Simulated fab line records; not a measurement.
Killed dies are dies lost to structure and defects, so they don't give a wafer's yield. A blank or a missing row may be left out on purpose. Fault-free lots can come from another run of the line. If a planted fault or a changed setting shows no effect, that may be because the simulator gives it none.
fab line records | flow sky130
record: lots: 4 wafers: 12 lastDay: 52
route steps=708 shown VIA2@524 METAL3@532 CAPM@537 PAD_OPEN@708
lots with no fault: from the same line, run without faults
startH: hours from the record's first day to the start of the lot's first wafer shown | waitH: time in hours since the lot's previous step | " repeats the value in the row above | L1.1+2: a row that stands for several wafers | - either no value or no given start | * or withheld: withheld | < > ~ a bound
route shown NAME@n: a module of which the file shows steps, and the number in the route of the first | usual: mean and standard deviation over wafers with no fault | same: alike in all rows | chamber/n: place in a boat | sites: per-site readings | _std_site: the values' standard deviation | _edge_site: mean of outer sites minus mean of inner sites | radiusMm: how far each site lies from the wafer's centre | mask NAME#n: copy n | behind: the tool/chamber that last shaped the wafer | hold: the reason the lot was held/the length of the hold in hours/how it ended | device: the transistor (n, p or np) that didn't switch | end of line: the tests these same wafers got at the end of their route | where a step has no rows: the recipe by itself | killed: dies that structure and defects cost at the first sort, which is not the same as the wafer's yield | map: shows each die of a wafer: x if killed, . if not, _ if none is there
set.NAME: the setting the step ran with; set.NAME@STEP: the setting that earlier step ran with | model.NAME: the simulator's own value behind a step, which no gauge read
lots at selected steps of the route; one table per step, one row per wafer
services: from which hour (startH, from the record's first day; less than 0 if before it) a tool's chamber was out of use, for how many hours, and why
== steps ==
step: SKY_VIA2_STRIP_17
recipe: chemistry: postEtchResidueRemover timeS: 1200 tempC: 72.5
step: SKY_VIA2_CLEAN_18
recipe: chemistry: IPA timeS: 180 tempC: 25
step: SKY_VIA2_CLEAN_19
recipe: chemistry: O3/DIW dry: n2Spin
step: SKY_VIA2_SPUTTER_20
recipe: material: TiN targetThkNm: 20 chamberPressurePa: 5 powerW: 4000 timeS: 80
step: SKY_VIA2_CVD_21
recipe: material: W targetThkNm: 420 timeS: 126.4 tempC: 400 pressureTorr: 40
step: SKY_VIA2_CMP_24
recipe: stopOn: SiO2 tOverpolishS: 20 downForcePsi: 3.5 platenRpm: 60 targetThkNm: 0 padVelocityMS: 0.94248
step: SKY_METAL3_SPUTTER_00
recipe: material: Ti targetThkNm: 15 powerW: 3000 timeS: 10 chamberPressurePa: 0.4
step: SKY_METAL3_SPUTTER_01
recipe: material: TiN targetThkNm: 20 powerW: 6500 timeS: 16.7 chamberPressurePa: 0.4
step: SKY_METAL3_SPUTTER_02
recipe: material: AlCu targetThkNm: 735 powerW: 10600 timeS: 39.1 chamberPressurePa: 0.4
step: SKY_METAL3_SPUTTER_03
recipe: material: Ti targetThkNm: 5 powerW: 3000 timeS: 3.3 chamberPressurePa: 0.4
step: SKY_METAL3_SPUTTER_04
recipe: material: TiN targetThkNm: 70 powerW: 6500 timeS: 58.3 chamberPressurePa: 0.4
usual: throttleValvePct: 30.0/0.89
columns lot.wafer tool chamber startH waitH throttleValvePct model.TiN_of_METAL3_SPUTTER_04.thkNm
L431.2 pvdSputter-04 - 931.36 0.0 30.4 68.91
L431.5 " - " " 29.4 69.06
L431.6 " - " " 29.7 68.41
L432.3 pvdSputter-04 - 937.66 0.0 29.8 69.56
L432.4 " - " " 31.0 68.38
L432.6 " - " " 30.5 121.1
L437.2 pvdSputter-04 - 980.27 0.0 30.5 123
L437.5 " - " " 31.4 70.05
L437.6 " - " " 30.7 122.6
L448.1 pvdSputter-03 - 1049.53 0.0 27.8 69.89
L448.4 " - " " 30.9 68.88
L448.5 " - " " 30.5 69.38
step: SKY_CAPM_CVD_00
recipe: material: SiO2 targetThkNm: 15.5 tempC: 400 timeS: withheld rfW: 450
step: SKY_CAPM_SPUTTER_02
recipe: material: TiN targetThkNm: 200 tempC: 300 powerW: 6323 timeS: 166.7 chamberPressurePa: 0.4
step: SKY_CAPM_DEHYDRATE_05
recipe: tempC: 200 timeS: 60
step: SKY_CAPM_HMDS_06
recipe: primeTimeS: 60 primeTempC: 120
step: SKY_CAPM_COAT_07
recipe: resist: NOVOLAK spinRpm: 3000 resistThkNm: 1140
step: SKY_CAPM_SOFTBAKE_08
recipe: tempC: 90 timeS: 60 resist: NOVOLAK
step: SKY_CAPM_EXPOSE_09
recipe: maskId: CAPM na: 0.6 sourceShape: conventional sigmaOuter: 0.6 polarization: unpolarized targetCdNm: 1000 doseMj: 159
step: SKY_CAPM_PEB_10
recipe: tempC: withheld timeS: * resist: NOVOLAK
step: SKY_CAPM_DEVELOP_11
recipe: resist: NOVOLAK developer: TMAH developTimeS: 60 devTempC: 23
step: SKY_CAPM_METAL_ETCH_13
recipe: targetDepthNm: 220 stopOn: SiO2 chemistry: Cl2/BCl3 target: TiN pressureMtorr: 10 icpW: 900 biasW: 48.5 Cl2_flow_sccm: 60 bcl3FlowSccm: 30 timeS: 62.9
step: SKY_CAPM_STRIP_14
recipe: chemistry: O2/N2 powerW: 1400 pressureMtorr: 1500 platenTempC: withheld o2FlowSccm: 3000 n2FlowSccm: 300 overashFraction: 0.5
step: SKY_CAPM_STRIP_15
recipe: chemistry: postEtchResidueRemover timeS: 1200 tempC: 72.5
step: SKY_CAPM_CLEAN_16
recipe: chemistry: IPA timeS: 180 tempC: 25
step: SKY_CAPM_CLEAN_17
recipe: chemistry: O3/DIW dry: n2Spin
step: SKY_METAL3_DEHYDRATE_05
recipe: tempC: 200 timeS: 60
step: SKY_METAL3_HMDS_06
recipe: primeTimeS: 60 primeTempC: 120
step: SKY_METAL3_COAT_07
recipe: resist: BARC tempC: withheld timeS: withheld spinRpm: 3000 resistThkNm: 60
step: SKY_METAL3_COAT_08
recipe: resist: KrF-thick spinRpm: 3000 resistThkNm: 1140
step: SKY_METAL3_SOFTBAKE_09
recipe: tempC: 100 timeS: 90 resist: KrF-thick
step: SKY_METAL3_EXPOSE_10
recipe: maskId: MM3 na: 0.68 sourceShape: annular sigmaInner: 0.4 sigmaOuter: 0.8 targetCdNm: 300 doseMj: 28
step: SKY_METAL3_PEB_11
recipe: pebTempC: withheld pebTimeS: withheld resist: KrF-thick
step: SKY_METAL3_DEVELOP_12
recipe: developTimeS: 60 resist: KrF-thick devTempC: 21
step: SKY_METAL3_DESCUM_15
recipe: chemistry: O2 sourcePowerW: 150 biasPowerW: 0 pressureMtorr: 10 tempC: 40 timeS: 8
step: SKY_METAL3_METAL_ETCH_18
recipe: targetDepthA: 8450 stopOn: SiO2 overEtchFrac: 0.3 timeS: 183.1 chemistry: Cl2/BCl3 resistSidewallDeg: 88 pressureMtorr: 10 icpW: 900 biasW: 48.5 Cl2_flow_sccm: 60 bcl3FlowSccm: 30
usual: bcl3FlowSccm: 30.00/0.084 biasW: 48.49/0.15 drypumpMotorCurrentA: 5.9/0.3 heBacksideLeakSccm: 3.5/0.31 mfcCl2Sccm: 60.02/0.18 oesProductAu: 0.867/0.0068 throttleValvePct: 22.264/0.0089
columns lot.wafer tool chamber startH waitH bcl3FlowSccm biasW drypumpMotorCurrentA heBacksideLeakSccm mfcCl2Sccm oesProductAu rfHoursCounterH throttleValvePct
L431.2 rieMetal-04 1 986.86 0.0 29.98 48.37 5.7 3.7 59.98 0.865 17 22.255
L431.5 " 1 " " 30.00 48.55 5.7 3.6 60.02 0.870 - 22.271
L431.6 " 0 " " 29.89 48.53 6.2 3.5 59.80 0.865 - 22.277
L432.3 rieMetal-01 1 991.62 0.1 30.00 48.52 6.1 3.0 60.21 0.859 - 22.248
L432.4 " 0 " " 30.24 48.32 5.2 3.3 59.78 0.871 - 22.256
L432.6 " 0 " " 30.15 48.47 5.2 3.4 59.93 0.898 - 22.263
L437.2 rieMetal-04 0 1029.60 0.0 30.08 48.51 6.2 3.6 59.80 0.885 13 22.271
L437.5 " 0 " " 29.95 48.52 6.2 3.6 60.02 0.862 - 22.258
L437.6 " 1 " " 30.03 48.34 5.7 5.2 59.92 0.890 - 22.272
L448.1 rieMetal-02 0 1095.51 0.0 29.93 48.63 5.8 3.5 60.09 0.863 14 22.263
L448.4 " 1 " " 29.96 48.70 6.1 3.4 60.06 0.864 - 22.262
L448.5 " 1 " " 29.85 48.60 6.1 3.6 60.09 0.857 - 22.259
step: SKY_PAD_OPEN_PROBE_99
usual: defectLimitedYield: 82.5/1.9 killed_at_M0_to_M3: 44/7.1 killed_at_M4_up: 3.3/1.9 killedAtContacts: 24/5.3 killedAtFrontEnd: 15/4.5 killedAtOther: 0.3/0.55 killedDies: 86/9.5 killedOpen: 46/7.3 killedShort: 39/6.4 sort_bin_3_pad_short: 0.9/0.43 sort_bin_5_function: 10.3/1.4 sort_bin_6_memory: 6.3/1 sortNPass: 406/9.5 sortYieldPct: 82.5/1.9
same: grossDies: 492 killedAtBackSide: 0 sort_bin_4_leakage[%]: 0 sort_bin_8_speed[%]: 0
columns lot.wafer tool chamber startH waitH defectLimitedYield[%] killed_at_M0_to_M3 killed_at_M4_up killedAtContacts killedAtFrontEnd killedAtOther killedDies killedOpen killedShort sort_bin_3_pad_short[%] sort_bin_5_function[%] sort_bin_6_memory[%] sortNPass sortYieldPct[%] model.etest.via3Chain.rcOhm
L431.2 prober-01 - 1154.81 0.1 83.5 40 2 26 13 0 81 51 30 0.6 8.7 7.1 411 83.5 9.782
L431.5 prober-01 - 1154.96 0.2 82.7 43 5 23 12 2 85 48 37 1.0 10.0 6.3 407 82.7 9.652
L431.6 prober-01 - 1155.01 0.2 81.3 41 7 27 15 2 92 54 38 1.2 10.8 6.7 400 81.3 9.396
L432.3 prober-02 - 1157.32 0.2 83.7 36 7 20 17 0 80 39 41 0.4 10.0 5.9 412 83.7 9.193
L432.4 prober-02 - 1157.37 0.2 83.5 42 3 18 18 0 81 42 39 0 9.8 6.7 411 83.5 9.593
L432.6 prober-02 - 1157.47 0.2 80.9 58 4 22 10 0 94 50 44 1.8 12.0 5.3 398 80.9 10.81
L437.2 prober-02 - 1189.35 0.1 81.1 51 3 30 9 0 93 48 43 0.6 11.6 6.7 399 81.1 11.35
L437.5 prober-02 - 1189.50 0.2 83.7 44 4 24 8 0 80 43 37 0.8 10.2 5.3 412 83.7 9.443
L437.6 prober-02 - 1189.55 0.2 83.1 41 0 34 8 0 83 51 30 0.8 9.6 6.5 409 83.1 11.68
L448.1 prober-01 - 1238.02 0.1 84.8 43 0 20 12 0 75 40 35 1.2 8.3 5.7 417 84.8 9.996
L448.4 prober-01 - 1238.17 0.2 83.7 38 1 20 21 0 80 42 36 0.2 10.2 5.9 412 83.7 9.453
L448.5 prober-01 - 1238.22 0.2 82.7 42 2 27 14 0 85 51 34 0.4 11.2 5.7 407 82.7 9.573
killed by level:class
L431.2 CONTACT:geometricParticle:open=11 VIA1:geometricParticle:open=9 VIA2:geometricParticle:open=9 LI_CONTACT:geometricParticle:open=7 VIA1:geometricParticle:short=6 CONTACT:geometricParticle:short=5 METAL1:geometricParticle:short=4 FIELD_ISO:geometricParticle:open=3
L431.5 VIA1:geometricParticle:open=12 CONTACT:geometricParticle:open=7 VIA3:geometricParticle:open=7 LI_CONTACT:geometricParticle:open=6 VIA1:geometricParticle:short=6 METAL2:geometricParticle:short=6 FIELD_ISO:geometricParticle:open=5 POLY_GATE:geometricParticle:open=4
L431.6 CONTACT:geometricParticle:open=14 VIA1:geometricParticle:open=12 LI_CONTACT:geometricParticle:open=8 METAL2:geometricParticle:short=7 FIELD_ISO:geometricParticle:short=6 VIA3:geometricParticle:open=6 POLY_GATE:geometricParticle:short=4 METAL4:geometricParticle:short=4
L432.3 CONTACT:geometricParticle:open=7 VIA2:geometricParticle:open=7 VIA1:geometricParticle:open=7 CONTACT:geometricParticle:short=6 METAL1:geometricParticle:short=6 FIELD_ISO:geometricParticle:short=5 FIELD_ISO:geometricParticle:open=5 METAL4:geometricParticle:short=5
L432.4 VIA1:geometricParticle:open=12 METAL2:geometricParticle:short=7 LI_CONTACT:geometricParticle:open=6 FIELD_ISO:geometricParticle:short=5 CONTACT:geometricParticle:open=5 CONTACT:geometricParticle:short=4 VIA1:geometricParticle:short=4 METAL3:geometricParticle:short=4
L432.6 VIA2:geometricParticle:open=12 METAL2:geometricParticle:short=10 VIA1:geometricParticle:open=9 LI_CONTACT:geometricParticle:open=7 VIA2:geometricParticle:short=6 VIA3:geometricParticle:open=6 CONTACT:geometricParticle:open=5 VIA1:geometricParticle:short=5
L437.2 VIA1:geometricParticle:open=13 CONTACT:geometricParticle:open=9 METAL2:geometricParticle:short=9 LI_CONTACT:geometricParticle:open=7 LOCAL_INTERCONNECT:geometricParticle:short=6 VIA3:geometricParticle:open=6 METAL1:geometricParticle:short=5 LI_CONTACT:geometricParticle:short=4
L437.5 VIA1:geometricParticle:open=13 CONTACT:geometricParticle:open=11 VIA2:geometricParticle:open=7 METAL1:geometricParticle:short=5 VIA1:geometricParticle:short=5 METAL2:geometricParticle:short=5 LI_CONTACT:geometricParticle:short=4 LI_CONTACT:geometricParticle:open=4
L437.6 VIA1:geometricParticle:open=14 LI_CONTACT:geometricParticle:open=13 METAL2:geometricParticle:short=7 CONTACT:geometricParticle:open=6 LI_CONTACT:geometricParticle:short=5 VIA2:geometricParticle:open=5 CONTACT:geometricParticle:short=4 VIA1:geometricParticle:short=4
L448.1 VIA1:geometricParticle:open=13 CONTACT:geometricParticle:open=7 VIA2:geometricParticle:open=7 METAL1:geometricParticle:short=6 LI_CONTACT:geometricParticle:short=5 METAL2:geometricParticle:short=5 CONTACT:geometricParticle:short=5 VIA3:geometricParticle:open=5
L448.4 VIA1:geometricParticle:open=12 FIELD_ISO:geometricParticle:short=7 CONTACT:geometricParticle:short=7 FIELD_ISO:geometricParticle:open=6 VIA2:geometricParticle:short=5 VIA3:geometricParticle:open=5 LI_CONTACT:geometricParticle:short=4 CONTACT:geometricParticle:open=4
L448.5 CONTACT:geometricParticle:open=13 VIA1:geometricParticle:open=10 LI_CONTACT:geometricParticle:open=7 VIA1:geometricParticle:short=6 VIA3:geometricParticle:open=6 VIA2:geometricParticle:open=6 METAL1:geometricParticle:short=5 FIELD_ISO:geometricParticle:open=3
== services ==
columns tool chamber startH hours kind
rieMetal-01 0 929.13 2.9 repair
pvdSputter-04 - 951.74 1.5 repair
rieMetal-04 - 984.08 0.1 repair
pvdSputter-03 - 995.65 5.8 repair
pvdSputter-03 - 1008.55 3.4 repair
pvdSputter-04 - 1024.35 2.1 repair
pvdSputter-03 2 1066.90 - consumableReplace:kit
pvdSputter-03 2 1066.90 18.0 scheduledDown
pvdSputter-03 2 1066.90 18.0 ventCycle
rieMetal-01 1 1068.93 4.2 repair
pvdSputter-04 3 1082.89 - consumableReplace:kit
pvdSputter-04 3 1082.89 18.0 scheduledDown
pvdSputter-04 3 1082.89 18.0 ventCycle
rieMetal-01 - 1089.03 4.3 pm
== key ==
firstSign: step: SKY_METAL3_METAL_ETCH_18 reading: oesProductAu direction: up sigmas: 3.5 usual: 0.867 struck: 0.891
effect none on later readings
modelEffect: step: SKY_METAL3_SPUTTER_04 value: TiN_of_METAL3_SPUTTER_04.thkNm without: 69.51 struck: 122.2
modelEffect: step: SKY_PAD_OPEN_PROBE_99 value: etest.via3Chain.rcOhm without: 9.769 struck: 11.28
metAt SKY_METAL3_SPUTTER_04
struckWafers L432.6,L437.2,L437.6
onsetBetween 931.36 937.66
fault: kind: processParameterDrift tool: pvdSputter-04 chamber: - onsetH: 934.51 steps: SKY_METAL3_SPUTTER_04 channel: targetThkNm offset: 52.731 shape: step endH: 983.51 scope: struckWafersOnly actsIn: theseRecipesOnly stated: 70
